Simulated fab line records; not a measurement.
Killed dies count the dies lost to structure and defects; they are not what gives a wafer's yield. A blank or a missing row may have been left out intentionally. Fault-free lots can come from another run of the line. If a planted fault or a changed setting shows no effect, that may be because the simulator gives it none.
A sampling plan put to the test / flow gf180mcu / 15 faults told of in these records, all on one fab line, each judged by the records of the lots it struck
The plan is the line's own looks: the steps of the route at which a gauge or an inspection reads the wafer and doesn't change it. A look is open to judgement when struck wafers have a number at it and the file gives its usual mean and standard deviation on fault-free wafers. Caught: a look later than the fault's first step finds the struck wafers' mean 4 or more of those standard deviations (sigma) from the usual mean. On the tool: the test repeated on the tool's own readings taken at the fault's steps. Caught also covers a different recipe on the struck wafers, or a record left blank for those wafers only.

== THE FAULTS, as the simulator had put them in ==
1. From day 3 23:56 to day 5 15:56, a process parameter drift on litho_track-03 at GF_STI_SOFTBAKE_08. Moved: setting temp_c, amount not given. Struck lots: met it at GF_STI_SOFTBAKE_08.
2. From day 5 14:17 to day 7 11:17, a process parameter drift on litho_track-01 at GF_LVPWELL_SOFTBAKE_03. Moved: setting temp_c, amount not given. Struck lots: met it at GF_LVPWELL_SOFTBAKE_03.
3. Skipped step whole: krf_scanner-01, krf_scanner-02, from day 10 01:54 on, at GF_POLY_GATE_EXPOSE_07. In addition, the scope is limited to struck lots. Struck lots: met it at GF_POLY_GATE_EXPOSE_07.
4. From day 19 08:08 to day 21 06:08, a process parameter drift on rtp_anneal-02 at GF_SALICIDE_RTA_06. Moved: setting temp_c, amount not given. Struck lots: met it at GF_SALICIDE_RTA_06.
5. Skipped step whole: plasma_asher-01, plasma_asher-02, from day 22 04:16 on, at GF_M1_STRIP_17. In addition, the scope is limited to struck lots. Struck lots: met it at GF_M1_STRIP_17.
6. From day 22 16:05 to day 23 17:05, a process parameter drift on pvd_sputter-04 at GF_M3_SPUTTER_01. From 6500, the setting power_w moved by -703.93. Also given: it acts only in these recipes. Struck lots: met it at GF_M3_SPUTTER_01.
7. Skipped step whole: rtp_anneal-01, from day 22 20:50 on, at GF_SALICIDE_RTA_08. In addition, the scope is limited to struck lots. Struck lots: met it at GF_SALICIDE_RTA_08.
8. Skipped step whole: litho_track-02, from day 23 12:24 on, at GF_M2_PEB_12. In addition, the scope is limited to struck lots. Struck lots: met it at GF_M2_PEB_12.
9. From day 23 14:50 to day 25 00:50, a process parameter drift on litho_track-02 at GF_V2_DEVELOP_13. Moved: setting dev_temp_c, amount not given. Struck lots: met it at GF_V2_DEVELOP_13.
10. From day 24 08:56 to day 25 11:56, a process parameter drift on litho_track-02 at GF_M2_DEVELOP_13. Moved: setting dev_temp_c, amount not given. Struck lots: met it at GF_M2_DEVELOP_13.
11. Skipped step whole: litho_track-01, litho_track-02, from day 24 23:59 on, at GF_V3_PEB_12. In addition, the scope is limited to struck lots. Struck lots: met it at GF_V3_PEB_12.
12. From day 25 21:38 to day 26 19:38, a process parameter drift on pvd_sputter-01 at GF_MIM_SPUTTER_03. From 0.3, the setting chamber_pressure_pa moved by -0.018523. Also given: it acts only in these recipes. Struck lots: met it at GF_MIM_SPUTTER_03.
13. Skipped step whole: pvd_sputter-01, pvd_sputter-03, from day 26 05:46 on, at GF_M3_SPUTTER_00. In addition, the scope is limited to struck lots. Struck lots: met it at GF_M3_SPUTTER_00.
14. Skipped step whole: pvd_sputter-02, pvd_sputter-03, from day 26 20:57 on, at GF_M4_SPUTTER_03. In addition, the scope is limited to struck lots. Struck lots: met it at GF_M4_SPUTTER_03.
15. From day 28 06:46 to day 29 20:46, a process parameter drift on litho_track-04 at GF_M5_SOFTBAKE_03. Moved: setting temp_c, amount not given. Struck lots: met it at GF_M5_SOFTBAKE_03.

== WHAT THE PLAN SAW ==
fault=1; on the tool itself=heater_power_total_W +92 sigma; first look that catches it=GF_STI_CD_MEAS_12; reading, sigma=cd_nm -14; median hours from its first step to that look=6.7; hours from the fault's start to the first struck lot there=12; judged looks passed uncaught=0
fault=2; on the tool itself=plate_temp_C +27 sigma; first look that catches it=no look after it can be judged; reading, sigma=-; median hours from its first step to that look=-; hours from the fault's start to the first struck lot there=-; judged looks passed uncaught=0
fault=3; on the tool itself=no reading that can be judged; first look that catches it=no look after it can be judged; reading, sigma=-; median hours from its first step to that look=-; hours from the fault's start to the first struck lot there=-; judged looks passed uncaught=0
fault=4; on the tool itself=wafer_temp_C_max -56 sigma; first look that catches it=no look after it can be judged; reading, sigma=-; median hours from its first step to that look=-; hours from the fault's start to the first struck lot there=-; judged looks passed uncaught=0
fault=5; on the tool itself=the tool's record is blank for the struck wafers; first look that catches it=not the one look that can be judged after it; reading, sigma=-; median hours from its first step to that look=-; hours from the fault's start to the first struck lot there=-; judged looks passed uncaught=1
fault=6; on the tool itself=cathode_dc_power_W -99 or beyond sigma; first look that catches it=no look after it can be judged; reading, sigma=-; median hours from its first step to that look=-; hours from the fault's start to the first struck lot there=-; judged looks passed uncaught=0
fault=7; on the tool itself=the tool's record is blank for the struck wafers; first look that catches it=no look after it can be judged; reading, sigma=-; median hours from its first step to that look=-; hours from the fault's start to the first struck lot there=-; judged looks passed uncaught=0
fault=8; on the tool itself=the tool's record is blank for the struck wafers; first look that catches it=no look after it can be judged; reading, sigma=-; median hours from its first step to that look=-; hours from the fault's start to the first struck lot there=-; judged looks passed uncaught=0
fault=9; on the tool itself=developer_temp_C +6.4 sigma; first look that catches it=no look after it can be judged; reading, sigma=-; median hours from its first step to that look=-; hours from the fault's start to the first struck lot there=-; judged looks passed uncaught=0
fault=10; on the tool itself=developer_temp_C -8.3 sigma; first look that catches it=no look after it can be judged; reading, sigma=-; median hours from its first step to that look=-; hours from the fault's start to the first struck lot there=-; judged looks passed uncaught=0
fault=11; on the tool itself=the tool's record is blank for the struck wafers; first look that catches it=no look after it can be judged; reading, sigma=-; median hours from its first step to that look=-; hours from the fault's start to the first struck lot there=-; judged looks passed uncaught=0
fault=12; on the tool itself=chamber_pressure_pa -30 sigma; first look that catches it=none of the 2 looks that can be judged after it; reading, sigma=-; median hours from its first step to that look=-; hours from the fault's start to the first struck lot there=-; judged looks passed uncaught=2
fault=13; on the tool itself=the tool's record is blank for the struck wafers; first look that catches it=not the one look that can be judged after it; reading, sigma=-; median hours from its first step to that look=-; hours from the fault's start to the first struck lot there=-; judged looks passed uncaught=1
fault=14; on the tool itself=the tool's record is blank for the struck wafers; first look that catches it=none of the 2 looks that can be judged after it; reading, sigma=-; median hours from its first step to that look=-; hours from the fault's start to the first struck lot there=-; judged looks passed uncaught=2
fault=15; on the tool itself=heater_power_total_W -82 sigma; first look that catches it=GF_M5_CD_MEAS_07; reading, sigma=cd_nm +9.9; median hours from its first step to that look=9.4; hours from the fault's start to the first struck lot there=17; judged looks passed uncaught=0
A dash: the fault is not caught, or the number is missing from these records.

Caught at a look: 2 of 15. Caught on the tool: 14 of 15. By one or the other: 14 of 15.
Caught on the tool alone: faults 2, 4, 5, 6, 7, 8, 9, 10, 11, 12, 13, 14.
Caught by neither: fault 3.

== THINNER SAMPLING ==
If the look that catches a fault measured only every second or every third lot, by lot number, the first struck lot would be measured this late in the worst case:
fault=1; struck lots at that look, in order of time=L859, L860; every lot=12 h; every second lot=16 h; every third lot=may miss all 2
fault=15; struck lots at that look, in order of time=L336, L339, L340; every lot=17 h; every second lot=40 h; every third lot=may miss all 3
Hours count from the start of the fault until the first struck lot that is measured. The test against the limit of 4 sigma pooled every struck wafer, which means one lot taken alone may stay below that limit. Other struck lots may not be in these records.

== THE LONGEST TIMED WAY FROM STEP TO LOOK ==
Fault 15: the median time between GF_M5_SOFTBAKE_03 and GF_M5_CD_MEAS_07 is 9.4 hours. No look between them can be judged.
